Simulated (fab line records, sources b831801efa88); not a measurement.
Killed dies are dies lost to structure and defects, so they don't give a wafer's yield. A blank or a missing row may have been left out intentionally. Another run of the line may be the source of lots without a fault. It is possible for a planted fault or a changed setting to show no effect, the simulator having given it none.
The tool behind it: which one? / flow sky130 / 11 lots with 33 wafers sampled at 5 steps, on a route of 708 steps

## WHAT THE GAUGES READ, wafer by wafer
SKY_LOCAL_INTERCONNECT_CD_MEAS_11: the cd target is 170 nm. Usual: 170.6 nm for cd_nm, sd 1.5.
lot=L591; measured=day 31 11:56; on=cd_sem-02; cd_nm (nm)=169.3 169.8 170.8; flag=
lot=L592; measured=day 32 04:07; on=cd_sem-02; cd_nm (nm)=173.0 171.6 170.9; flag=
lot=L594; measured=day 32 07:22; on=cd_sem-02; cd_nm (nm)=170.5 171.3 169.1; flag=
lot=L593; measured=day 32 10:43; on=cd_sem-02; cd_nm (nm)=170.4 171.5 170.6; flag=
lot=L595; measured=day 32 23:08; on=cd_sem-02; cd_nm (nm)=170.4 170.3 171.1; flag=
lot=L597; measured=day 33 10:57; on=cd_sem-02; cd_nm (nm)=171.8 173.4 172.0; flag=
lot=L600; measured=day 34 10:40; on=cd_sem-02; cd_nm (nm)=174.4 171.0 171.9; flag=
lot=L603; measured=day 35 22:52; on=cd_sem-02; cd_nm (nm)=168.7 171.3 170.7; flag=
lot=L609; measured=day 37 21:26; on=cd_sem-01; cd_nm (nm)=172.0 171.7 170.8; flag=
lot=L611; measured=day 38 00:50; on=cd_sem-02; cd_nm (nm)=170.3 170.1 169.7; flag=
lot=L610; measured=day 38 04:11; on=cd_sem-01; cd_nm (nm)=171.1 170.4 170.1; flag=

SKY_METAL1_THK_MEAS_06: measures by xrf. Usual: for METAL1_ALCU_THK the level is 249 nm and the standard deviation is 3.4.
lot=L591; measured=day 32 18:44; on=film_metro-03; METAL1_ALCU_THK (nm)=247 248 249; flag=
lot=L592; measured=day 33 10:31; on=film_metro-04; METAL1_ALCU_THK (nm)=251 255 253; flag=
lot=L594; measured=day 33 14:20; on=film_metro-02; METAL1_ALCU_THK (nm)=246 243 243; flag=
lot=L593; measured=day 33 17:30; on=film_metro-02; METAL1_ALCU_THK (nm)=250 249 251; flag=
lot=L595; measured=day 34 05:05; on=film_metro-02; METAL1_ALCU_THK (nm)=251 252 252; flag=
lot=L597; measured=day 34 16:23; on=film_metro-04; METAL1_ALCU_THK (nm)=243 245 249; flag=
lot=L600; measured=day 35 16:37; on=film_metro-03; METAL1_ALCU_THK (nm)=251 246 249; flag=
lot=L603; measured=day 37 04:29; on=film_metro-04; METAL1_ALCU_THK (nm)=252 255 252; flag=
lot=L609; measured=day 39 02:42; on=film_metro-03; METAL1_ALCU_THK (nm)=249 250 262; flag=
lot=L611; measured=day 39 05:34; on=film_metro-04; METAL1_ALCU_THK (nm)=249 249 247; flag=
lot=L610; measured=day 39 08:47; on=film_metro-03; METAL1_ALCU_THK (nm)=253 253 252; flag=

SKY_VIA1_THK_MEAS_01. Usual: for VIA1_HDPCVD_THK the level is 1033 nm and the standard deviation is 11.
lot=L591; measured=day 33 22:42; on=film_metro-02; VIA1_HDPCVD_THK (nm)=1044 1025 1042; flag=
lot=L592; measured=day 34 14:03; on=film_metro-02; VIA1_HDPCVD_THK (nm)=1041 1017 1034; flag=
lot=L594; measured=day 34 17:46; on=film_metro-04; VIA1_HDPCVD_THK (nm)=1030 1039 1032; flag=
lot=L593; measured=day 34 21:56; on=film_metro-04; VIA1_HDPCVD_THK (nm)=1044 1035 1030; flag=
lot=L595; measured=day 35 08:53; on=film_metro-04; VIA1_HDPCVD_THK (nm)=1040 1028 1039; flag=
lot=L597; measured=day 35 20:01; on=film_metro-01; VIA1_HDPCVD_THK (nm)=1029 1034 1032; flag=
lot=L600; measured=day 36 20:05; on=film_metro-04; VIA1_HDPCVD_THK (nm)=1056 1045 1030; flag=
lot=L603; measured=day 38 07:34; on=film_metro-02; VIA1_HDPCVD_THK (nm)=1033 1038 1023; flag=
lot=L609; measured=day 40 04:28; on=film_metro-01; VIA1_HDPCVD_THK (nm)=1047 1041 1041; flag=
lot=L611; measured=day 40 07:43; on=film_metro-04; VIA1_HDPCVD_THK (nm)=1047 1019 1028; flag=
lot=L610; measured=day 40 10:32; on=film_metro-04; VIA1_HDPCVD_THK (nm)=1012 1013 1018; flag=

## TOOL THAT RAN EACH LOT (tool first, then ch and the chambers of the sampled wafers, then the start)
lot=L591; SKY_LI_CONTACT_STRIP_16=plasma_asher-02 ch 0,1, day 30 06:48; SKY_METAL1_SPUTTER_04=pvd_sputter-02, day 32 18:34
lot=L592; SKY_LI_CONTACT_STRIP_16=plasma_asher-01 ch 0,1, day 30 23:05; SKY_METAL1_SPUTTER_04=pvd_sputter-04, day 33 10:20
lot=L594; SKY_LI_CONTACT_STRIP_16=plasma_asher-01 ch 0,1, day 31 02:54; SKY_METAL1_SPUTTER_04=pvd_sputter-01, day 33 14:10
lot=L593; SKY_LI_CONTACT_STRIP_16=plasma_asher-01 ch 0,1, day 31 06:04; SKY_METAL1_SPUTTER_04=pvd_sputter-01, day 33 17:19
lot=L595; SKY_LI_CONTACT_STRIP_16=plasma_asher-01 ch 0,1, day 31 18:16; SKY_METAL1_SPUTTER_04=pvd_sputter-04, day 34 04:55
lot=L597; SKY_LI_CONTACT_STRIP_16=plasma_asher-03 ch 0,1, day 32 06:25; SKY_METAL1_SPUTTER_04=pvd_sputter-02, day 34 16:13
lot=L600; SKY_LI_CONTACT_STRIP_16=plasma_asher-01 ch 0,1, day 33 06:28; SKY_METAL1_SPUTTER_04=pvd_sputter-04, day 35 16:26
lot=L603; SKY_LI_CONTACT_STRIP_16=plasma_asher-02 ch 0,1, day 34 19:12; SKY_METAL1_SPUTTER_04=pvd_sputter-02, day 37 04:17
lot=L609; SKY_LI_CONTACT_STRIP_16=plasma_asher-01 ch 0,1, day 36 17:38; SKY_METAL1_SPUTTER_04=pvd_sputter-04, day 39 02:31
lot=L611; SKY_LI_CONTACT_STRIP_16=plasma_asher-01 ch 0,1, day 36 21:28; SKY_METAL1_SPUTTER_04=pvd_sputter-01, day 39 05:23
lot=L610; SKY_LI_CONTACT_STRIP_16=plasma_asher-03 ch 0,1, day 37 01:19; SKY_METAL1_SPUTTER_04=pvd_sputter-01, day 39 08:36
- SKY_LI_CONTACT_STRIP_16: strips in O2/N2.
- SKY_METAL1_SPUTTER_04: material TiN, target thk 70 nm, time 58.3 s.

## WHAT THE TOOLS THEMSELVES READ (means of the sampled wafers that have a number; where no wafer has one, the mark that the record gives instead)
SKY_LI_CONTACT_STRIP_16. Usual: drypump_motor_current_A 5.4 A, standard deviation 0.44; oes_product_au 0.376 a.u., standard deviation 0.0038; strip_time_to_endpoint_s 3.50 s, standard deviation 0.038.
lot=L591; tool=plasma_asher-02; drypump_motor_current_A (A)=5.4; oes_product_au (a.u.)=0.380; strip_time_to_endpoint_s (s)=3.49; flag=
lot=L592; tool=plasma_asher-01; drypump_motor_current_A (A)=5.4; oes_product_au (a.u.)=0.372; strip_time_to_endpoint_s (s)=3.54; flag=
lot=L594; tool=plasma_asher-01; drypump_motor_current_A (A)=5.4; oes_product_au (a.u.)=0.378; strip_time_to_endpoint_s (s)=3.55; flag=
lot=L593; tool=plasma_asher-01; drypump_motor_current_A (A)=5.2; oes_product_au (a.u.)=0.376; strip_time_to_endpoint_s (s)=3.49; flag=
lot=L595; tool=plasma_asher-01; drypump_motor_current_A (A)=5.4; oes_product_au (a.u.)=0.377; strip_time_to_endpoint_s (s)=3.46; flag=
lot=L597; tool=plasma_asher-03; drypump_motor_current_A (A)=6.0; oes_product_au (a.u.)=0.375; strip_time_to_endpoint_s (s)=3.51; flag=
lot=L600; tool=plasma_asher-01; drypump_motor_current_A (A)=5.1; oes_product_au (a.u.)=0.378; strip_time_to_endpoint_s (s)=3.51; flag=
lot=L603; tool=plasma_asher-02; drypump_motor_current_A (A)=5.3; oes_product_au (a.u.)=0.376; strip_time_to_endpoint_s (s)=3.51; flag=
lot=L609; tool=plasma_asher-01; drypump_motor_current_A (A)=5.1; oes_product_au (a.u.)=0.377; strip_time_to_endpoint_s (s)=3.52; flag=
lot=L611; tool=plasma_asher-01; drypump_motor_current_A (A)=5.4; oes_product_au (a.u.)=0.378; strip_time_to_endpoint_s (s)=3.53; flag=
lot=L610; tool=plasma_asher-03; drypump_motor_current_A (A)=6.0; oes_product_au (a.u.)=0.380; strip_time_to_endpoint_s (s)=3.51; flag=

SKY_METAL1_SPUTTER_04. Usual: 30.0 % for throttle_valve_pct, sd 0.92.
lot=L591; tool=pvd_sputter-02; throttle_valve_pct (%)=30.3; flag=
lot=L592; tool=pvd_sputter-04; throttle_valve_pct (%)=30.4; flag=
lot=L594; tool=pvd_sputter-01; throttle_valve_pct (%)=29.5; flag=
lot=L593; tool=pvd_sputter-01; throttle_valve_pct (%)=30.6; flag=
lot=L595; tool=pvd_sputter-04; throttle_valve_pct (%)=30.0; flag=
lot=L597; tool=pvd_sputter-02; throttle_valve_pct (%)=29.4; flag=
lot=L600; tool=pvd_sputter-04; throttle_valve_pct (%)=30.8; flag=
lot=L603; tool=pvd_sputter-02; throttle_valve_pct (%)=30.4; flag=
lot=L609; tool=pvd_sputter-04; throttle_valve_pct (%)=30.1; flag=
lot=L611; tool=pvd_sputter-01; throttle_valve_pct (%)=29.0; flag=
lot=L610; tool=pvd_sputter-01; throttle_valve_pct (%)=29.8; flag=

## THE ANSWER, worked out from the rows above alone
Rule: take the mean of a lot's wafers that have a number; if it is more than 3 standard deviations from the usual mean, the lot is off. Also off: a lot with no number at a reading for which 4 or more lots have one. All remaining lots with rows at the step are treated as sound. After the gauges, taken in route order, come the tools' own readings; for these a lot's mean is taken, as printed above. At the first step where some lot is off, the reading lying furthest off is the one used; lots without a number count as furthest.
No lot is off on any of the readings shown, so nothing can be concluded from this.

## WHAT HAD BEEN PUT IN BY THE SIMULATOR
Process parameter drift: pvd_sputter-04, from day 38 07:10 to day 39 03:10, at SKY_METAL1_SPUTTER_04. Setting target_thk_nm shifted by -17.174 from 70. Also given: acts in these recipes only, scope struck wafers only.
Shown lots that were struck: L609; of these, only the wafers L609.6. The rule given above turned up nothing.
